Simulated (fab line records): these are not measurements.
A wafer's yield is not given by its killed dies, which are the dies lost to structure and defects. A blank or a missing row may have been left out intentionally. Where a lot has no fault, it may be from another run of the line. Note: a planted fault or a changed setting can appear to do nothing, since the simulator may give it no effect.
fab line records -- flow sky130
record: lots: 14, wafers: 40, last_day: 50
route steps=708 shown FIELD_ISO@3 PWDE@55 NWELL@76 PAD_OPEN@708
lots that met no fault: from a run of the same line without faults
start_h: the number of hours between the record's first day and the start of the first shown wafer of the lot -- wait_h: hours elapsed since this lot's preceding step -- " same as the row above -- L1.1+2: one row covering several wafers at once -- - no value, or no start was given -- * or withheld: withheld -- < > ~ a bound
route shown NAME@n: names a module that has steps shown in the file, with the first one's number in the route -- usual: mean/standard deviation taken from wafers without a fault -- same: alike in all rows -- chamber/n: place in a boat -- sites: per-site readings -- _std_site: the values' standard deviation -- _edge_site: outer sites' mean less inner sites' -- radius_mm: how far each site lies from the wafer's centre -- mask NAME#n: copy n -- behind: tool/chamber where the wafer was last shaped -- hold: the reason the lot was held/the length of the hold in hours/how it ended -- device: the transistor (n, p or np) that didn't switch -- end of line: the same wafers' tests at the end of the route -- step lacking rows: just its recipe -- killed: dies lost to structure and defects at the first sort, not the wafer's yield -- map: a wafer's dies, x killed, . not, _ none there
set.NAME: the setting as run; set.NAME@STEP: as run at that earlier step -- model.NAME: the simulator's own value behind a step, which no gauge read
route steps across a sampled set of lots; one table per step, one row per wafer
services: the hour from which a tool's chamber was out of use, counted from the record's first day as start_h (under 0 if before that day), plus the number of hours and why
== steps ==
step: SKY_FIELD_ISO_THK_MEAS_02
recipe: reads: SiO2_of_FIELD_ISO_OXIDATION_01
usual: FIELD_ISO_OXIDATION_00_THK: 11.86/0.21
lot.wafer,tool,chamber,start_h,wait_h,FIELD_ISO_OXIDATION_00_THK[nm]
L820.1,film_metro-03,-,12.51,0.0,11.63
L820.5,film_metro-03,-,12.51,0.0,11.61
L820.6,film_metro-03,-,12.51,0.0,11.72
L822.1,film_metro-01,-,21.63,0.0,11.81
L822.4,film_metro-01,-,21.63,0.0,11.70
L822.6,film_metro-01,-,21.63,0.0,11.76
L823.2,film_metro-01,-,28.19,0.0,12.04
L823.5,film_metro-01,-,28.19,0.0,11.79
L823.6,film_metro-01,-,28.19,0.0,11.84
L824.1,film_metro-03,-,32.46,0.0,12.00
L824.2,film_metro-03,-,32.46,0.0,12.13
L824.6,film_metro-03,-,32.46,0.0,11.97
L826.3,film_metro-03,-,42.49,0.0,11.71
L826.4,film_metro-03,-,42.49,0.0,11.69
L826.5,film_metro-03,-,42.49,0.0,11.87
L827.3,film_metro-01,-,48.25,0.0,11.76
L827.4,film_metro-01,-,48.25,0.0,11.92
L827.5,film_metro-01,-,48.25,0.0,11.94
L828.1,film_metro-01,-,51.63,0.0,11.49
L828.2,film_metro-01,-,51.63,0.0,11.65
L828.5,film_metro-01,-,51.63,0.0,11.49
L829.2,film_metro-02,-,56.80,0.0,11.63
L832.1,film_metro-02,-,72.24,0.0,11.97
L832.4,film_metro-02,-,72.24,0.0,12.05
L832.5,film_metro-02,-,72.24,0.0,11.92
L839.2,film_metro-02,-,107.34,0.0,12.23
L839.3,film_metro-02,-,107.34,0.0,12.11
L839.6,film_metro-02,-,107.34,0.0,12.01
L840.2,film_metro-03,-,111.64,0.0,11.70
L840.3,film_metro-03,-,111.64,0.0,11.58
L840.5,film_metro-03,-,111.64,0.0,11.51
L841.1,film_metro-02,-,117.26,0.0,12.00
L841.3,film_metro-02,-,117.26,0.0,12.05
L841.5,film_metro-02,-,117.26,0.0,12.14
L842.2,film_metro-03,-,121.64,0.0,11.97
L842.3,film_metro-03,-,121.64,0.0,11.96
L842.5,film_metro-03,-,121.64,0.0,12.07
L843.2,film_metro-03,-,126.64,0.0,12.16
L843.4,film_metro-03,-,126.64,0.0,12.25
L843.5,film_metro-03,-,126.64,0.0,11.93
step: SKY_FIELD_ISO_CVD_24
recipe: material: SiO2, target_thk_nm: 595, temp_c: 650, sigma_open_frac: 0.3, time_s: 99.2, sih4_flow_sccm: 60, pressure_mtorr: 6
usual: sih4_flow_sccm: 60.00/0.19
lot.wafer,tool,chamber,start_h,wait_h,sih4_flow_sccm
L820.1,hdpcvd-01,0,31.01,0.1,60.10
L820.5,hdpcvd-01,0,31.01,0.1,59.88
L820.6,hdpcvd-01,1,31.01,0.1,60.04
L822.1,hdpcvd-02,0,41.79,0.1,60.08
L822.4,hdpcvd-02,0,41.79,0.1,60.19
L822.6,hdpcvd-02,2,41.79,0.1,60.24
L823.2,hdpcvd-01,0,47.34,0.0,60.33
L823.5,hdpcvd-01,2,47.34,0.0,60.11
L823.6,hdpcvd-01,1,47.34,0.0,60.09
L824.1,hdpcvd-02,0,53.64,0.1,60.12
L824.2,hdpcvd-02,2,53.64,0.1,60.24
L824.6,hdpcvd-02,0,53.64,0.1,59.82
L826.3,hdpcvd-02,0,63.89,0.0,59.94
L826.4,hdpcvd-02,2,63.89,0.0,60.08
L826.5,hdpcvd-02,0,63.89,0.0,60.02
L827.3,hdpcvd-02,0,68.27,0.0,59.74
L827.4,hdpcvd-02,1,68.27,0.0,60.21
L827.5,hdpcvd-02,2,68.27,0.0,59.84
L828.1,hdpcvd-02,2,71.29,0.1,59.74
L828.2,hdpcvd-02,0,71.29,0.1,60.08
L828.5,hdpcvd-02,2,71.29,0.1,59.69
L829.2,hdpcvd-02,2,78.33,0.0,60.12
L832.1,hdpcvd-01,2,93.06,0.1,60.07
L832.4,hdpcvd-01,2,93.06,0.1,59.95
L832.5,hdpcvd-01,1,93.06,0.1,59.98
L839.2,hdpcvd-01,1,131.06,0.0,59.89
L839.3,hdpcvd-01,2,131.06,0.0,60.19
L839.6,hdpcvd-01,0,131.06,0.0,60.05
L840.2,hdpcvd-02,2,135.03,0.0,59.71
L840.3,hdpcvd-02,1,135.03,0.0,59.88
L840.5,hdpcvd-02,2,135.03,0.0,59.69
L841.1,hdpcvd-01,0,141.24,0.1,60.19
L841.3,hdpcvd-01,2,141.24,0.1,60.14
L841.5,hdpcvd-01,2,141.24,0.1,60.26
L842.2,hdpcvd-02,1,148.02,0.0,60.17
L842.3,hdpcvd-02,2,148.02,0.0,59.98
L842.5,hdpcvd-02,1,148.02,0.0,59.95
L843.2,hdpcvd-01,2,150.13,0.0,59.69
L843.4,hdpcvd-01,2,150.13,0.0,59.82
L843.5,hdpcvd-01,0,150.13,0.0,59.70
step: SKY_FIELD_ISO_THK_MEAS_25
recipe: reads: SiO2_of_FIELD_ISO_CVD_24
usual: FIELD_ISO_CVD_24_THK: 594/5.3
lot.wafer,tool,chamber,start_h,wait_h,hold,FIELD_ISO_CVD_24_THK[nm]
L820.1,film_metro-02,-,31.08,0.0,-,589
L820.5,film_metro-02,-,31.08,0.0,-,594
L820.6,film_metro-02,-,31.08,0.0,-,594
L822.1,film_metro-03,-,41.86,0.0,-,598
L822.4,film_metro-03,-,41.86,0.0,-,592
L822.6,film_metro-03,-,41.86,0.0,-,596
L823.2,film_metro-01,-,47.42,0.0,-,593
L823.5,film_metro-01,-,47.42,0.0,-,590
L823.6,film_metro-01,-,47.42,0.0,-,589
L824.1,film_metro-03,-,53.71,0.0,-,600
L824.2,film_metro-03,-,53.71,0.0,-,590
L824.6,film_metro-03,-,53.71,0.0,-,599
L826.3,film_metro-02,-,63.98,0.1,-,592
L826.4,film_metro-02,-,63.98,0.1,-,594
L826.5,film_metro-02,-,63.98,0.1,-,595
L827.3,film_metro-03,-,68.36,0.1,await_dispo/0.2h/release,593
L827.4,film_metro-03,-,68.36,0.1,await_dispo/0.2h/release,651
L827.5,film_metro-03,-,68.36,0.1,await_dispo/0.2h/release,585
L827.3,film_metro-03,-,68.59,0.2,-,593
L827.4,film_metro-03,-,68.59,0.2,-,651
L827.5,film_metro-03,-,68.59,0.2,-,585
L828.1,film_metro-03,-,71.36,0.0,await_dispo/0.2h/release,590
L828.2,film_metro-03,-,71.36,0.0,await_dispo/0.2h/release,640
L828.5,film_metro-03,-,71.36,0.0,await_dispo/0.2h/release,590
L828.1,film_metro-03,-,71.59,0.2,-,590
L828.2,film_metro-03,-,71.59,0.2,-,641
L828.5,film_metro-03,-,71.59,0.2,-,590
L829.2,film_metro-03,-,78.41,0.0,await_dispo/0.2h/release,643
L829.2,film_metro-03,-,78.64,0.2,-,642
L832.1,film_metro-01,-,93.13,0.0,-,596
L832.4,film_metro-01,-,93.13,0.0,-,601
L832.5,film_metro-01,-,93.13,0.0,-,604
L839.2,film_metro-03,-,131.14,0.0,-,600
L839.3,film_metro-03,-,131.14,0.0,-,594
L839.6,film_metro-03,-,131.14,0.0,-,593
L840.2,film_metro-02,-,135.12,0.0,-,585
L840.3,film_metro-02,-,135.12,0.0,-,587
L840.5,film_metro-02,-,135.12,0.0,-,590
L841.1,film_metro-03,-,141.32,0.0,-,587
L841.3,film_metro-03,-,141.32,0.0,-,593
L841.5,film_metro-03,-,141.32,0.0,-,592
L842.2,film_metro-01,-,148.11,0.0,-,590
L842.3,film_metro-01,-,148.11,0.0,-,589
L842.5,film_metro-01,-,148.11,0.0,-,591
L843.2,film_metro-02,-,150.21,0.0,-,588
L843.4,film_metro-02,-,150.21,0.0,-,597
L843.5,film_metro-02,-,150.21,0.0,-,591
step: SKY_PWDE_TW_MEAS_10
usual: PWDE_TW: 372/4
lot.wafer,tool,chamber,start_h,wait_h,PWDE_TW
L820.1,film_metro-01,-,67.18,0.1,370
L820.5,film_metro-01,-,67.18,0.1,367
L820.6,film_metro-01,-,67.18,0.1,369
L822.1,film_metro-01,-,79.23,0.1,370
L822.4,film_metro-01,-,79.23,0.1,366
L822.6,film_metro-01,-,79.23,0.1,368
L823.2,film_metro-03,-,86.19,0.1,374
L823.5,film_metro-03,-,86.19,0.1,376
L823.6,film_metro-03,-,86.19,0.1,375
L824.1,film_metro-04,-,92.14,0.1,374
L824.2,film_metro-04,-,92.14,0.1,373
L824.6,film_metro-04,-,92.14,0.1,374
L826.3,film_metro-04,-,102.15,0.1,379
L826.4,film_metro-04,-,102.15,0.1,378
L826.5,film_metro-04,-,102.15,0.1,379
L827.3,film_metro-01,-,107.20,0.1,370
L827.4,film_metro-01,-,107.20,0.1,370
L827.5,film_metro-01,-,107.20,0.1,370
L828.1,film_metro-03,-,112.13,0.1,373
L828.2,film_metro-03,-,112.13,0.1,372
L828.5,film_metro-03,-,112.13,0.1,374
L829.2,film_metro-04,-,118.29,0.1,381
L832.1,film_metro-01,-,137.33,0.1,369
L832.4,film_metro-01,-,137.33,0.1,367
L832.5,film_metro-01,-,137.33,0.1,369
L839.2,film_metro-01,-,175.19,0.1,366
L839.3,film_metro-01,-,175.19,0.1,369
L839.6,film_metro-01,-,175.19,0.1,369
L840.2,film_metro-01,-,180.94,0.1,367
L840.3,film_metro-01,-,180.94,0.1,368
L840.5,film_metro-01,-,180.94,0.1,366
L841.1,film_metro-01,-,189.33,0.1,369
L841.3,film_metro-01,-,189.33,0.1,369
L841.5,film_metro-01,-,189.33,0.1,369
L842.2,film_metro-03,-,196.39,0.1,372
L842.3,film_metro-03,-,196.39,0.1,374
L842.5,film_metro-03,-,196.39,0.1,372
L843.2,film_metro-03,-,199.64,0.1,371
L843.4,film_metro-03,-,199.64,0.1,374
L843.5,film_metro-03,-,199.64,0.1,372
step: SKY_NWELL_OVL_MEAS_23
usual: NWELL_01_OVL: 0.0/1.6
lot.wafer,tool,chamber,start_h,wait_h,NWELL_01_OVL[nm]
L820.1,overlay-02,-,101.81,-,-0.4
L820.5,overlay-02,-,101.81,-,-0.5
L820.6,overlay-02,-,101.81,-,0.6
L822.1,overlay-02,-,114.60,-,0.2
L822.4,overlay-02,-,114.60,-,2.3
L822.6,overlay-02,-,114.60,-,-0.9
L823.2,overlay-01,-,121.17,-,-3.6
L823.5,overlay-01,-,121.17,-,-0.8
L823.6,overlay-01,-,121.17,-,-2.6
L824.1,overlay-01,-,128.05,-,1.1
L824.2,overlay-01,-,128.05,-,1.8
L824.6,overlay-01,-,128.05,-,-1.3
L826.3,overlay-02,-,139.21,-,-0.9
L826.4,overlay-02,-,139.21,-,0.2
L826.5,overlay-02,-,139.21,-,-1.2
L827.3,overlay-02,-,144.11,-,0.0
L827.4,overlay-02,-,144.11,-,0.6
L827.5,overlay-02,-,144.11,-,1.1
L828.1,overlay-02,-,150.56,-,-1.6
L828.2,overlay-02,-,150.56,-,-1.5
L828.5,overlay-02,-,150.56,-,-1.9
L829.2,overlay-02,-,156.85,-,3.4
L832.1,overlay-01,-,176.25,-,-3.0
L832.4,overlay-01,-,176.25,-,-2.3
L832.5,overlay-01,-,176.25,-,-2.5
L839.2,overlay-02,-,217.56,-,1.4
L839.3,overlay-02,-,217.56,-,1.1
L839.6,overlay-02,-,217.56,-,2.3
L840.2,overlay-01,-,224.47,-,-0.2
L840.3,overlay-01,-,224.47,-,-0.7
L840.5,overlay-01,-,224.47,-,-0.5
L841.1,overlay-02,-,233.00,-,2.5
L841.3,overlay-02,-,233.00,-,1.6
L841.5,overlay-02,-,233.00,-,1.8
L842.2,overlay-01,-,240.20,-,1.3
L842.3,overlay-01,-,240.20,-,-2.0
L842.5,overlay-01,-,240.20,-,-0.2
L843.2,overlay-02,-,244.92,-,0.5
L843.4,overlay-02,-,244.92,-,0.7
L843.5,overlay-02,-,244.92,-,2.6
step: SKY_PAD_OPEN_PROBE_99
usual: killed_at_M0_to_M3: 45/7.3, killed_at_M4_up: 3.1/1.7, killed_at_contacts: 25/5.1, killed_at_front_end: 15/4.5, killed_at_other: 0.3/0.56, killed_dies: 88/9.4, killed_on_rim: 17/4.3, killed_open: 47/6.6, killed_short: 40/6.9
same: gross_dies: 492, killed_at_back_side: 0
lot.wafer,tool,chamber,start_h,wait_h,killed_at_M0_to_M3,killed_at_M4_up,killed_at_contacts,killed_at_front_end,killed_at_other,killed_dies,killed_on_rim,killed_open,killed_short
L820.1,prober-02,-,1068.61,0.1,49,2,21,18,0,90,18,53,37
L820.5,prober-02,-,1068.81,0.2,58,4,33,18,1,114,20,58,56
L820.6,prober-02,-,1068.86,0.2,51,3,30,8,0,92,14,48,44
L822.1,prober-02,-,1080.25,0.1,52,5,28,9,1,95,15,50,44
L822.4,prober-02,-,1080.40,0.2,55,1,19,13,1,89,13,44,45
L822.6,prober-02,-,1080.50,0.2,39,1,22,11,0,73,15,43,28
L823.2,prober-01,-,1092.26,0.1,60,2,16,14,0,92,21,50,42
L823.5,prober-01,-,1092.41,0.2,37,4,25,20,0,86,29,45,38
L823.6,prober-01,-,1092.46,0.2,49,6,27,21,0,103,24,56,45
L824.1,prober-02,-,1095.02,0.1,50,1,24,14,0,89,22,49,40
L824.2,prober-02,-,1095.07,0.1,55,2,27,14,0,98,18,46,52
L824.6,prober-02,-,1095.27,0.2,55,3,26,12,0,96,13,48,48
L826.3,prober-02,-,1109.81,0.2,45,5,28,13,0,91,20,52,39
L826.4,prober-02,-,1109.86,0.2,43,6,25,6,0,80,14,46,34
L826.5,prober-02,-,1109.91,0.2,61,7,20,16,0,104,15,50,54
L827.3,prober-01,-,1116.96,0.2,40,4,24,13,0,81,12,39,42
L827.4,prober-01,-,1117.01,0.2,40,6,27,11,0,84,19,44,40
L827.5,prober-01,-,1117.06,0.2,32,2,36,12,1,83,21,53,29
L828.1,prober-01,-,1120.87,0.1,53,4,26,20,0,103,24,55,48
L828.2,prober-01,-,1120.92,0.1,46,1,32,9,0,88,14,58,29
L828.5,prober-01,-,1121.07,0.2,36,5,33,13,0,87,16,50,37
L829.2,prober-02,-,1124.76,0.1,35,3,25,23,0,86,12,40,46
L832.1,prober-01,-,1144.89,0.1,43,6,26,11,0,86,18,52,34
L832.4,prober-01,-,1145.04,0.2,53,5,22,13,0,93,22,49,44
L832.5,prober-01,-,1145.09,0.2,39,1,30,14,1,85,20,59,26
L839.2,prober-02,-,1181.22,0.1,46,7,25,16,0,94,18,52,42
L839.3,prober-02,-,1181.27,0.2,49,2,21,20,0,92,18,49,43
L839.6,prober-02,-,1181.42,0.2,39,1,20,11,1,72,14,44,28
L840.2,prober-01,-,1187.15,0.1,39,3,25,9,1,77,16,40,37
L840.3,prober-01,-,1187.20,0.2,51,0,21,8,1,81,8,47,32
L840.5,prober-01,-,1187.30,0.2,55,3,25,12,1,96,20,51,44
L841.1,prober-02,-,1189.80,0.1,39,8,20,10,0,77,18,38,39
L841.3,prober-02,-,1189.90,0.2,47,3,27,9,0,86,16,49,37
L841.5,prober-02,-,1190.00,0.2,44,1,25,15,0,85,12,47,38
L842.2,prober-01,-,1196.71,0.1,51,3,21,23,1,99,17,46,51
L842.3,prober-01,-,1196.76,0.2,37,2,21,23,1,84,16,45,38
L842.5,prober-01,-,1196.86,0.2,55,4,18,14,0,91,18,51,40
L843.2,prober-02,-,1198.17,0.1,38,2,12,11,0,63,9,37,26
L843.4,prober-02,-,1198.27,0.2,45,6,25,8,0,84,16,49,35
L843.5,prober-02,-,1198.32,0.2,50,2,30,20,0,102,17,56,46
killed by level:class
L820.1 VIA1:geometric_particle:open=12 VIA2:geometric_particle:open=9 CONTACT:geometric_particle:open=8 METAL1:geometric_particle:short=6 VIA3:geometric_particle:open=6 POLY_GATE:geometric_particle:short=5 LI_CONTACT:geometric_particle:open=5 LOCAL_INTERCONNECT:geometric_particle:short=4
L820.5 VIA1:geometric_particle:open=13 CONTACT:geometric_particle:open=11 VIA3:geometric_particle:open=10 VIA2:geometric_particle:open=8 CONTACT:geometric_particle:short=6 POLY_GATE:geometric_particle:short=6 LI_CONTACT:geometric_particle:open=6 METAL1:geometric_particle:short=5
L820.6 CONTACT:geometric_particle:open=9 VIA3:geometric_particle:open=8 LI_CONTACT:geometric_particle:open=8 VIA1:geometric_particle:open=7 METAL3:geometric_particle:short=7 CONTACT:geometric_particle:short=6 METAL1:geometric_particle:short=6 VIA1:geometric_particle:short=6
L822.1 VIA1:geometric_particle:open=9 LI_CONTACT:geometric_particle:open=8 CONTACT:geometric_particle:open=8 METAL2:geometric_particle:short=8 VIA3:geometric_particle:open=6 VIA1:geometric_particle:short=5 VIA2:geometric_particle:open=5 LOCAL_INTERCONNECT:geometric_particle:open=4
L822.4 VIA1:geometric_particle:open=16 METAL2:geometric_particle:short=7 VIA1:geometric_particle:short=6 VIA3:geometric_particle:open=6 CONTACT:geometric_particle:open=6 FIELD_ISO:geometric_particle:short=5 LOCAL_INTERCONNECT:geometric_particle:short=5 VIA2:geometric_particle:open=5
L822.6 VIA1:geometric_particle:open=15 CONTACT:geometric_particle:open=8 LOCAL_INTERCONNECT:geometric_particle:short=5 LI_CONTACT:geometric_particle:open=4 METAL2:geometric_particle:short=4 VIA2:geometric_particle:open=4 LI_CONTACT:geometric_particle:short=3 VIA1:geometric_particle:short=3
L823.2 VIA1:geometric_particle:open=10 VIA3:geometric_particle:open=10 METAL1:geometric_particle:short=9 METAL2:geometric_particle:short=7 CONTACT:geometric_particle:open=7 VIA2:geometric_particle:open=7 LI_CONTACT:geometric_particle:open=6 VIA3:geometric_particle:short=5
L823.5 VIA1:geometric_particle:open=10 CONTACT:geometric_particle:open=9 POLY_GATE:geometric_particle:short=8 FIELD_ISO:geometric_particle:open=7 LI_CONTACT:geometric_particle:open=6 VIA1:geometric_particle:short=5 METAL3:geometric_particle:short=5 LOCAL_INTERCONNECT:geometric_particle:short=4
L823.6 VIA1:geometric_particle:open=16 CONTACT:geometric_particle:open=10 VIA3:geometric_particle:open=9 VIA2:geometric_particle:open=8 LOCAL_INTERCONNECT:geometric_particle:short=7 POLY_GATE:geometric_particle:short=6 METAL1:geometric_particle:short=5 METAL4:geometric_particle:short=5
L824.1 LI_CONTACT:geometric_particle:open=14 METAL2:geometric_particle:short=11 VIA2:geometric_particle:open=8 VIA1:geometric_particle:short=8 VIA1:geometric_particle:open=7 VIA3:geometric_particle:open=6 CONTACT:geometric_particle:open=5 CONTACT:geometric_particle:short=4
L824.2 METAL2:geometric_particle:short=11 VIA3:geometric_particle:open=11 VIA1:geometric_particle:open=9 CONTACT:geometric_particle:short=6 LOCAL_INTERCONNECT:geometric_particle:short=5 CONTACT:geometric_particle:open=5 METAL1:geometric_particle:short=5 VIA3:geometric_particle:short=5
L824.6 METAL1:geometric_particle:short=11 VIA3:geometric_particle:open=10 CONTACT:geometric_particle:open=8 VIA1:geometric_particle:short=7 LI_CONTACT:geometric_particle:open=6 LI_CONTACT:geometric_particle:short=6 VIA2:geometric_particle:open=6 VIA1:geometric_particle:open=5
L826.3 LI_CONTACT:geometric_particle:open=11 VIA1:geometric_particle:open=9 CONTACT:geometric_particle:open=9 VIA3:geometric_particle:open=8 METAL1:geometric_particle:short=6 VIA2:geometric_particle:open=6 VIA2:geometric_particle:short=5 POLY_GATE:geometric_particle:short=4
L826.4 VIA1:geometric_particle:open=9 CONTACT:geometric_particle:open=8 LI_CONTACT:geometric_particle:open=6 VIA3:geometric_particle:open=6 METAL2:geometric_particle:short=6 VIA2:geometric_particle:open=6 LOCAL_INTERCONNECT:geometric_particle:short=4 CONTACT:geometric_particle:short=4
L826.5 METAL2:geometric_particle:short=14 VIA1:geometric_particle:open=11 METAL1:geometric_particle:short=9 VIA3:geometric_particle:open=9 METAL4:geometric_particle:short=6 LI_CONTACT:geometric_particle:open=6 CONTACT:geometric_particle:open=6 VIA1:geometric_particle:short=5
L827.3 VIA1:geometric_particle:open=10 CONTACT:geometric_particle:open=8 METAL1:geometric_particle:short=8 CONTACT:geometric_particle:short=7 VIA3:geometric_particle:open=7 SPACER:geometric_particle:short=4 LOCAL_INTERCONNECT:geometric_particle:short=4 METAL2:geometric_particle:short=4
L827.4 VIA1:geometric_particle:open=13 CONTACT:geometric_particle:open=9 LI_CONTACT:geometric_particle:open=8 POLY_GATE:geometric_particle:short=5 VIA3:geometric_particle:open=5 METAL4:geometric_particle:short=5 METAL1:geometric_particle:short=4 LOCAL_INTERCONNECT:geometric_particle:short=4
L827.5 LI_CONTACT:geometric_particle:open=15 CONTACT:geometric_particle:open=14 VIA3:geometric_particle:open=9 VIA1:geometric_particle:open=6 POLY_GATE:geometric_particle:open=5 POLY_GATE:geometric_particle:short=4 VIA3:geometric_particle:short=4 METAL2:geometric_particle:short=4
L828.1 VIA1:geometric_particle:open=14 CONTACT:geometric_particle:open=14 FIELD_ISO:geometric_particle:open=7 VIA1:geometric_particle:short=6 METAL3:geometric_particle:short=5 CONTACT:geometric_particle:short=5 METAL2:geometric_particle:short=5 METAL1:geometric_particle:short=5
L828.2 CONTACT:geometric_particle:open=14 VIA1:geometric_particle:open=13 VIA3:geometric_particle:open=10 LI_CONTACT:geometric_particle:open=8 VIA2:geometric_particle:open=6 VIA2:geometric_particle:short=5 FIELD_ISO:geometric_particle:short=4 METAL2:geometric_particle:short=4
L828.5 CONTACT:geometric_particle:open=13 VIA1:geometric_particle:open=8 VIA3:geometric_particle:open=6 POLY_GATE:geometric_particle:open=6 LI_CONTACT:geometric_particle:open=6 LOCAL_INTERCONNECT:geometric_particle:short=6 METAL2:geometric_particle:short=6 CONTACT:geometric_particle:short=4
L829.2 FIELD_ISO:geometric_particle:open=8 CONTACT:geometric_particle:short=7 VIA3:geometric_particle:open=7 FIELD_ISO:geometric_particle:short=5 POLY_GATE:geometric_particle:short=5 LI_CONTACT:geometric_particle:open=5 LOCAL_INTERCONNECT:geometric_particle:short=5 METAL1:geometric_particle:short=5
L832.1 LI_CONTACT:geometric_particle:open=12 VIA1:geometric_particle:open=8 VIA2:geometric_particle:open=8 CONTACT:geometric_particle:open=7 VIA3:geometric_particle:open=6 METAL2:geometric_particle:short=5 VIA1:geometric_particle:short=4 METAL3:geometric_particle:short=4
L832.4 LI_CONTACT:geometric_particle:open=12 VIA1:geometric_particle:open=12 METAL1:geometric_particle:short=8 VIA3:geometric_particle:open=7 CONTACT:geometric_particle:open=7 VIA2:geometric_particle:short=6 METAL2:geometric_particle:short=5 VIA1:geometric_particle:short=4
L832.5 LI_CONTACT:geometric_particle:open=12 CONTACT:geometric_particle:open=11 VIA1:geometric_particle:open=11 VIA2:geometric_particle:open=6 VIA1:geometric_particle:short=6 POLY_GATE:geometric_particle:open=5 METAL1:geometric_particle:short=4 VIA3:geometric_particle:open=4
L839.2 VIA1:geometric_particle:open=10 VIA3:geometric_particle:open=10 CONTACT:geometric_particle:open=9 CONTACT:geometric_particle:short=7 FIELD_ISO:geometric_particle:open=6 LI_CONTACT:geometric_particle:open=5 VIA1:geometric_particle:short=5 METAL2:geometric_particle:short=5
L839.3 VIA1:geometric_particle:open=10 VIA2:geometric_particle:open=9 METAL2:geometric_particle:short=8 LI_CONTACT:geometric_particle:open=7 VIA3:geometric_particle:open=6 CONTACT:geometric_particle:open=6 FIELD_ISO:geometric_particle:open=5 FIELD_ISO:geometric_particle:short=5
L839.6 VIA1:geometric_particle:open=11 CONTACT:geometric_particle:open=8 VIA3:geometric_particle:open=7 VIA2:geometric_particle:open=7 CONTACT:geometric_particle:short=6 POLY_GATE:geometric_particle:short=4 VIA3:geometric_particle:short=4 FIELD_ISO:geometric_particle:open=3
L840.2 VIA1:geometric_particle:open=11 CONTACT:geometric_particle:open=8 LI_CONTACT:geometric_particle:open=6 METAL1:geometric_particle:short=6 METAL2:geometric_particle:short=5 FIELD_ISO:geometric_particle:open=4 CONTACT:geometric_particle:short=4 VIA2:geometric_particle:open=4
L840.3 VIA1:geometric_particle:open=9 LI_CONTACT:geometric_particle:open=9 VIA2:geometric_particle:open=8 CONTACT:geometric_particle:open=6 METAL2:geometric_particle:short=6 VIA1:geometric_particle:short=5 VIA3:geometric_particle:open=5 METAL3:geometric_particle:short=5
L840.5 VIA3:geometric_particle:open=11 CONTACT:geometric_particle:open=10 VIA2:geometric_particle:open=10 VIA1:geometric_particle:short=7 METAL1:geometric_particle:short=7 LI_CONTACT:geometric_particle:open=6 VIA1:geometric_particle:open=6 METAL2:geometric_particle:short=6
L841.1 CONTACT:geometric_particle:open=7 VIA2:geometric_particle:open=7 VIA1:geometric_particle:short=6 METAL2:geometric_particle:short=6 LI_CONTACT:geometric_particle:open=5 VIA1:geometric_particle:open=5 METAL4:geometric_particle:short=5 METAL1:geometric_particle:short=4
L841.3 VIA1:geometric_particle:open=10 CONTACT:geometric_particle:open=9 METAL2:geometric_particle:short=9 VIA2:geometric_particle:open=9 LI_CONTACT:geometric_particle:open=8 FIELD_ISO:geometric_particle:open=5 CONTACT:geometric_particle:short=4 VIA1:geometric_particle:short=4
L841.5 CONTACT:geometric_particle:open=10 VIA1:geometric_particle:open=8 CONTACT:geometric_particle:short=8 VIA3:geometric_particle:open=7 VIA2:geometric_particle:open=7 METAL1:geometric_particle:short=6 FIELD_ISO:geometric_particle:open=5 LI_CONTACT:geometric_particle:open=5
L842.2 VIA1:geometric_particle:open=11 VIA2:geometric_particle:open=8 METAL2:geometric_particle:short=8 METAL1:geometric_particle:short=7 CONTACT:geometric_particle:open=6 SPACER:geometric_particle:short=6 VIA1:geometric_particle:short=6 FIELD_ISO:geometric_particle:open=5
L842.3 POLY_GATE:geometric_particle:open=8 LI_CONTACT:geometric_particle:open=8 VIA1:geometric_particle:open=7 VIA2:geometric_particle:open=7 CONTACT:geometric_particle:open=6 POLY_GATE:geometric_particle:short=5 METAL2:geometric_particle:short=5 VIA3:geometric_particle:short=5
L842.5 VIA1:geometric_particle:open=10 VIA3:geometric_particle:open=10 METAL2:geometric_particle:short=7 CONTACT:geometric_particle:open=6 LI_CONTACT:geometric_particle:open=6 VIA2:geometric_particle:open=6 VIA2:geometric_particle:short=5 FIELD_ISO:geometric_particle:short=4
L843.2 VIA1:geometric_particle:open=12 VIA2:geometric_particle:open=8 POLY_GATE:geometric_particle:open=6 VIA1:geometric_particle:short=5 CONTACT:geometric_particle:short=4 LI_CONTACT:geometric_particle:open=3 LOCAL_INTERCONNECT:geometric_particle:short=3 METAL3:geometric_particle:short=3
L843.4 LI_CONTACT:geometric_particle:open=10 VIA2:geometric_particle:open=9 VIA1:geometric_particle:open=8 CONTACT:geometric_particle:open=6 METAL1:geometric_particle:short=6 VIA3:geometric_particle:open=5 CONTACT:geometric_particle:short=4 METAL2:geometric_particle:short=4
L843.5 VIA1:geometric_particle:open=13 CONTACT:geometric_particle:open=12 VIA2:geometric_particle:open=11 LI_CONTACT:geometric_particle:open=9 METAL2:geometric_particle:short=9 POLY_GATE:geometric_particle:short=7 CONTACT:geometric_particle:short=5 FIELD_ISO:geometric_particle:short=4
== services ==
tool,chamber,start_h,hours,kind
hdpcvd-01,-,58.47,1.5,repair
hdpcvd-01,-,66.75,15.0,pm
hdpcvd-01,0,66.75,15.0,vent_cycle
hdpcvd-01,1,66.75,15.0,vent_cycle
hdpcvd-01,2,66.75,15.0,vent_cycle
hdpcvd-01,0,81.75,-,clean
hdpcvd-01,1,81.75,-,clean
hdpcvd-01,2,81.75,-,clean
hdpcvd-02,-,89.85,5.5,pm
hdpcvd-02,1,97.03,17.2,repair
hdpcvd-02,-,119.64,0.6,repair
== key ==
first_sign: step: SKY_FIELD_ISO_THK_MEAS_25, reading: visit, direction: added
effect: step: SKY_FIELD_ISO_THK_MEAS_25, reading: FIELD_ISO_CVD_24_THK, direction: up, sigmas: 9.5, usual: 594, struck: 645
met_at SKY_FIELD_ISO_CVD_24
struck_lots L827,L828,L829
struck_wafers L827.4,L828.2,L829.2
tester_left_out L827,L828,L829
not_acting_at SKY_FIELD_ISO_THK_MEAS_02,SKY_PWDE_TW_MEAS_10,SKY_NWELL_OVL_MEAS_23
onset_between 63.89 68.27
fault: kind: process_parameter_drift, tool: hdpcvd-02, chamber: -, onset_h: 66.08, steps: SKY_FIELD_ISO_CVD_24, channel: target_thk_nm, offset: 50.592, shape: step, end_h: 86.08, scope: struck_wafers_only, acts_in: these_recipes_only, stated: 595
tester_left_out: of these lots the tester's yield and bins aren't shown, on N5 and GAA mostly nor the transistor test; their killed dies are dies lost to structure and defects alone, not to doping, threshold or leakage, so they don't give the yield
